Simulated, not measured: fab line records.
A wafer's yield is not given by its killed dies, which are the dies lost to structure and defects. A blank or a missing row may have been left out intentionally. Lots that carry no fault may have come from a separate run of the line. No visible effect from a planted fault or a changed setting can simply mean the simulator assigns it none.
fab line records	flow sfq-line
record lots=15	wafers=45	last-day=85
route steps=325 shown L0V@24 M0@35
lots that met no fault: taken from a fault-free run of the same line
start-h: hours from the record's first day to the start of the lot's first wafer shown	wait-h: how many hours have passed since the lot's step before this one	" the same as in the row above	L1.1+2: a row that stands for several wafers	- no value present, or no start provided	* or withheld: withheld	< > ~ a bound
route shown NAME@n: names a module that has steps shown in the file, with the first one's number in the route	usual: average and standard deviation across the fault-free wafers	same: alike in all rows	chamber/n: place in a boat	sites: per-site readings	_std_site: their standard deviation	_edge_site: the outer-site mean with the inner-site mean subtracted	radius-mm: how far each site lies from the wafer's centre	mask NAME#n: copy n	behind: tool/chamber where the wafer was last shaped	hold: what put the lot on hold/how long, in hours/how the hold closed	device: transistor that didn't switch, given as n, p or np	end of line: the same wafers' tests at the end of the route	a step without rows: its recipe alone	killed: dies lost to structure and defects at the first sort, not the wafer's yield	map: per-die view of a wafer (x killed, . not killed, _ where there is no die)
set.NAME: the run value of the setting; set.NAME@STEP: its run value at that earlier step	model.NAME: the simulator's own value behind a step, which no gauge read
steps of the route over a sample of lots; a table a step, a row a wafer
services: when a tool's chamber went out of use (start-h, in hours from the record's first day, below 0 if earlier), for how many hours, and the reason
## steps
# step SFQ_TRILAYER_L0_VIA_BARC_OPEN_VIA_ETCH_021
# recipe mask-material=PR	chemistry=O2	target-depth-nm=125	target=BARC	source-w=500	bias-w=80	pressure-mtorr=30	time-s=41.7
# usual bias-w=79.97/0.25	chamber-pressure-mTorr=30.000/0.027	drypump-motor-current-A=5.6/0.42	oes-product-au=0.685/0.0042
lot.wafer	tool	chamber	start-h	wait-h	bias-w	chamber-pressure-mTorr	drypump-motor-current-A	oes-product-au	rf-hours-counter-h
L291.1	rie-diel-03	0	152.16	0.0	80.31	30.023	5.8	0.683	141
L291.2	"	3	"	"	80.00	29.989	5.9	0.685	33
L291.6	"	2	"	"	79.14	29.984	5.7	0.687	-
L292.2	rie-diel-03	2	156.96	0.0	80.15	29.986	5.7	0.678	41
L292.3	"	0	"	"	79.85	30.072	5.8	0.683	141
L292.4	"	1	"	"	80.26	30.020	6.0	0.686	60
L293.3	rie-diel-01	3	164.16	0.0	80.12	30.020	5.1	0.688	50
L293.5	"	3	"	"	79.86	29.993	5.1	0.686	-
L293.6	"	2	"	"	79.78	30.025	5.1	0.691	-
L294.2	rie-diel-03	3	175.36	0.0	79.88	29.973	5.9	0.681	33
L294.3	"	1	"	"	79.70	29.941	6.0	0.685	60
L294.5	"	1	"	"	79.94	29.987	6.0	0.679	-
L297.2	rie-diel-01	1	198.16	0.0	79.83	29.944	5.0	0.691	91
L297.3	"	3	"	"	79.62	29.963	5.1	0.687	51
L297.6	"	3	"	"	79.76	30.013	5.2	0.691	-
L299.1	rie-diel-03	2	206.56	0.0	-	-	-	-	-
L299.3	"	3	"	"	-	-	-	-	-
L299.4	"	1	"	"	-	-	-	-	-
L300.2	rie-diel-01	1	213.26	0.0	-	-	-	-	-
L300.4	"	0	"	"	-	-	-	-	-
L300.6	"	1	"	"	-	-	-	-	-
L301.3	rie-diel-01	1	215.66	0.0	-	-	-	-	-
L301.4	"	1	"	"	-	-	-	-	-
L301.5	"	3	"	"	-	-	-	-	-
L307.3	rie-diel-03	1	257.66	0.0	80.14	29.982	6.0	0.689	62
L307.4	"	2	"	"	79.81	29.961	5.7	0.684	-
L307.6	"	3	"	"	80.16	29.988	5.9	0.687	-
L308.2	rie-diel-01	3	274.58	0.0	79.81	29.998	5.1	0.684	52
L308.4	"	1	"	"	79.43	29.995	5.1	0.684	92
L308.5	"	1	"	"	80.03	30.016	5.1	0.681	-
L310.1	rie-diel-01	0	282.98	0.0	79.74	30.011	5.8	0.679	71
L310.2	"	1	"	"	79.63	29.928	5.1	0.683	92
L310.6	"	2	"	"	80.21	29.992	5.1	0.682	-
L311.2	rie-diel-01	3	288.98	0.0	80.51	30.008	5.1	0.686	52
L311.3	"	1	"	"	79.99	29.975	5.1	0.683	92
L311.6	"	2	"	"	80.09	30.048	5.1	0.688	-
L312.1	rie-diel-01	3	293.78	0.0	80.18	30.011	5.1	0.685	52
L312.2	"	2	"	"	80.14	29.988	5.1	0.684	52
L312.3	"	0	"	"	79.36	29.997	5.8	0.681	72
L313.4	rie-diel-01	2	304.58	0.0	79.40	29.990	5.1	0.688	52
L313.5	"	0	"	"	79.77	29.996	5.8	0.683	-
L313.6	"	1	"	"	79.87	29.998	5.1	0.680	-
L314.1	rie-diel-04	3	312.98	0.0	80.13	29.962	6.3	0.695	8
L314.5	"	1	"	"	79.53	29.985	6.2	0.695	-
L314.6	"	0	"	"	80.14	30.022	6.0	0.698	-
# step SFQ_TRILAYER_L0_VIA_ETCH_VIA_ETCH_016
# recipe target=SiO2	stop-on=MoNx_KI	mask-material=PR	chemistry=CHF3	target-depth-nm=80	source-w=500	bias-w=80	pressure-mtorr=30	time-s=withheld
# usual bias-w=80.03/0.21	chamber-pressure-mTorr=29.998/0.027	drypump-motor-current-A=5.6/0.42	oes-product-au=0.842/0.0077
lot.wafer	tool	chamber	start-h	wait-h	bias-w	chamber-pressure-mTorr	drypump-motor-current-A	oes-product-au
L291.1	rie-diel-03	0	152.20	0.0	80.51	29.979	5.8	0.835
L291.2	"	3	"	"	80.00	29.977	5.9	0.829
L291.6	"	2	"	"	80.00	30.003	5.7	0.842
L292.2	rie-diel-03	2	157.00	0.0	80.10	30.068	5.7	0.833
L292.3	"	0	"	"	80.04	30.007	5.8	0.841
L292.4	"	1	"	"	80.07	30.001	6.0	0.849
L293.3	rie-diel-01	3	164.20	0.0	79.95	29.992	5.1	0.833
L293.5	"	3	"	"	80.01	30.011	5.1	0.851
L293.6	"	2	"	"	80.21	30.021	5.1	0.846
L294.2	rie-diel-03	3	175.40	0.0	80.09	30.025	5.9	0.846
L294.3	"	1	"	"	80.47	29.969	6.0	0.842
L294.5	"	1	"	"	80.07	30.016	6.0	0.845
L297.2	rie-diel-01	1	198.20	0.0	80.03	30.019	5.1	0.843
L297.3	"	3	"	"	79.80	30.000	5.1	0.850
L297.6	"	3	"	"	79.91	30.017	5.2	0.856
L299.1	rie-diel-03	2	206.60	0.0	80.09	30.036	5.7	0.365
L299.3	"	3	"	"	80.11	29.986	5.9	0.379
L299.4	"	1	"	"	80.20	29.991	5.9	0.373
L300.2	rie-diel-01	1	213.30	0.0	80.41	30.017	5.1	0.368
L300.4	"	0	"	"	79.91	30.028	5.7	0.374
L300.6	"	1	"	"	79.88	30.002	5.1	0.375
L301.3	rie-diel-01	1	215.70	0.0	80.21	29.979	5.1	0.380
L301.4	"	1	"	"	80.35	29.990	5.1	0.374
L301.5	"	3	"	"	80.13	30.063	5.1	0.373
L307.3	rie-diel-03	1	257.70	0.0	80.10	30.039	6.0	0.850
L307.4	"	2	"	"	80.06	29.976	5.7	0.849
L307.6	"	3	"	"	79.76	30.000	5.9	0.841
L308.2	rie-diel-01	3	274.62	0.0	80.11	29.984	5.2	0.838
L308.4	"	1	"	"	80.34	29.969	5.1	0.842
L308.5	"	1	"	"	79.84	30.010	5.0	0.833
L310.1	rie-diel-01	0	283.02	0.0	79.76	29.993	5.8	0.836
L310.2	"	1	"	"	80.03	30.005	5.0	0.840
L310.6	"	2	"	"	79.94	30.043	5.1	0.858
L311.2	rie-diel-01	3	289.02	0.0	80.13	29.990	5.1	0.835
L311.3	"	1	"	"	80.39	29.984	5.1	0.850
L311.6	"	2	"	"	79.77	30.041	5.1	0.858
L312.1	rie-diel-01	3	293.82	0.0	80.19	29.975	5.1	0.842
L312.2	"	2	"	"	80.45	29.993	5.1	0.816
L312.3	"	0	"	"	80.09	29.959	5.8	0.835
L313.4	rie-diel-01	2	304.62	0.0	79.97	29.995	5.1	0.849
L313.5	"	0	"	"	79.90	30.013	5.8	0.827
L313.6	"	1	"	"	79.54	29.966	5.1	0.841
L314.1	rie-diel-04	3	313.02	0.0	80.28	29.994	6.3	0.837
L314.5	"	1	"	"	79.99	30.018	6.2	0.846
L314.6	"	0	"	"	80.48	29.967	6.1	0.849
# step SFQ_TRILAYER_M0_LITHO_EXPOSE_022
# recipe mask-id=M0	na=0.6	source-shape=conventional	sigma-outer=0.65	target-cd-nm=500	dose-mj=14.4
# usual exposure-dose-mJ-cm2=14.398/0.016	focus-offset-nm=0.0/0.48
lot.wafer	tool	chamber	start-h	wait-h	mask	exposure-dose-mJ-cm2	focus-offset-nm
L291.1	krf-scanner-01	0	230.92	-	M0#0	14.413	-0.9
L291.2	"	0	"	"	M0#0	14.402	-0.7
L291.6	"	0	"	"	M0#0	14.404	-0.2
L292.2	krf-scanner-01	0	239.52	-	M0#0	14.429	-0.3
L292.3	"	0	"	"	M0#0	14.394	-0.4
L292.4	"	0	"	"	M0#0	14.400	-0.5
L293.3	krf-scanner-01	0	249.32	-	M0#0	14.420	0.7
L293.5	"	0	"	"	M0#0	14.407	-0.2
L293.6	"	0	"	"	M0#0	14.416	0.4
L294.2	krf-scanner-02	0	266.05	-	M0#0	14.388	0.3
L294.3	"	0	"	"	M0#0	14.396	0.1
L294.5	"	0	"	"	M0#0	14.375	0.2
L297.2	krf-scanner-02	0	297.25	-	M0#0	14.399	-0.3
L297.3	"	0	"	"	M0#0	14.401	0.0
L297.6	"	0	"	"	M0#0	14.398	-0.1
L299.1	krf-scanner-02	-	312.65	-	M0#0	-	-
L299.3	"	-	"	"	M0#0	-	-
L299.4	"	-	"	"	M0#0	-	-
L300.2	krf-scanner-01	-	324.97	-	M0#0	-	-
L300.4	"	-	"	"	M0#0	-	-
L300.6	"	-	"	"	M0#0	-	-
L301.3	krf-scanner-01	-	327.57	-	M0#0	-	-
L301.4	"	-	"	"	M0#0	-	-
L301.5	"	-	"	"	M0#0	-	-
L307.3	krf-scanner-01	0	382.96	-	M0#0	14.419	0.2
L307.4	"	0	"	"	M0#0	14.425	0.9
L307.6	"	0	"	"	M0#0	14.425	-0.4
L308.2	krf-scanner-02	0	398.49	-	M0#0	14.373	-0.8
L308.4	"	0	"	"	M0#0	14.365	-0.1
L308.5	"	0	"	"	M0#0	14.371	0.2
L310.1	krf-scanner-02	0	407.89	-	M0#0	14.428	-1.0
L310.2	"	0	"	"	M0#0	14.421	0.1
L310.6	"	0	"	"	M0#0	14.431	0.6
L311.2	krf-scanner-02	0	415.29	-	M0#0	14.403	-0.5
L311.3	"	0	"	"	M0#0	14.384	0.7
L311.6	"	0	"	"	M0#0	14.366	0.3
L312.1	krf-scanner-02	0	-	-	M0#0	14.406	-0.4
L312.2	"	0	"	"	M0#0	14.415	0.0
L312.3	"	0	"	"	M0#0	14.424	-0.5
L313.4	krf-scanner-02	0	433.69	-	M0#0	14.378	0.2
L313.5	"	0	"	"	M0#0	14.404	-0.6
L313.6	"	0	"	"	M0#0	14.393	-0.1
L314.1	krf-scanner-02	0	443.89	-	M0#0	14.399	-0.1
L314.5	"	0	"	"	M0#0	14.399	-0.8
L314.6	"	0	"	"	M0#0	14.413	0.0
## services
tool	chamber	start-h	hours	kind
krf-scanner-02	-	149.37	0.4	repair
krf-scanner-02	-	158.32	1.0	pm
krf-scanner-01	-	168.62	1.3	pm
krf-scanner-02	-	172.52	1.3	pm
krf-scanner-01	-	177.12	1.0	pm
krf-scanner-01	-	191.32	3.6	pm
rie-diel-01	0	192.36	4.5	repair
krf-scanner-02	-	209.20	0.6	repair
rie-diel-01	2	211.70	8.6	repair
krf-scanner-02	-	221.82	0.8	pm
krf-scanner-01	-	259.72	0.8	pm
rie-diel-01	2	307.02	2.4	repair
rie-diel-01	3	313.92	3.9	repair
krf-scanner-02	-	315.05	3.6	pm
krf-scanner-02	-	327.00	1.0	pm
krf-scanner-01	-	335.51	2.0	repair
krf-scanner-02	-	348.84	1.3	pm
krf-scanner-02	-	365.63	0.3	repair
krf-scanner-02	-	380.05	1.3	repair
krf-scanner-02	-	389.49	0.8	pm
rie-diel-03	-	428.19	4.7	repair
rie-diel-03	3	428.42	13.1	repair
rie-diel-01	0	434.55	2.8	repair
rie-diel-03	-	444.88	2.8	pm
## key
first-sign step=SFQ_TRILAYER_L0_VIA_BARC_OPEN_VIA_ETCH_021	reading=tool-record	direction=missing
effect step=SFQ_TRILAYER_L0_VIA_ETCH_VIA_ETCH_016	reading=oes-product-au	direction=down	sigmas=61	usual=0.842	struck=0.374
effect step=SFQ_TRILAYER_M0_LITHO_EXPOSE_022	reading=tool-record	direction=missing
met-at SFQ_TRILAYER_L0_VIA_BARC_OPEN_VIA_ETCH_021
struck-lots L299,L300,L301
onset-between 198.16 206.56
fault kind=skipped-step-whole	tool=rie-diel-01,rie-diel-03	chamber=-	onset-h=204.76	steps=SFQ_TRILAYER_L0_VIA_BARC_OPEN_VIA_ETCH_021	scope=struck-lots-only
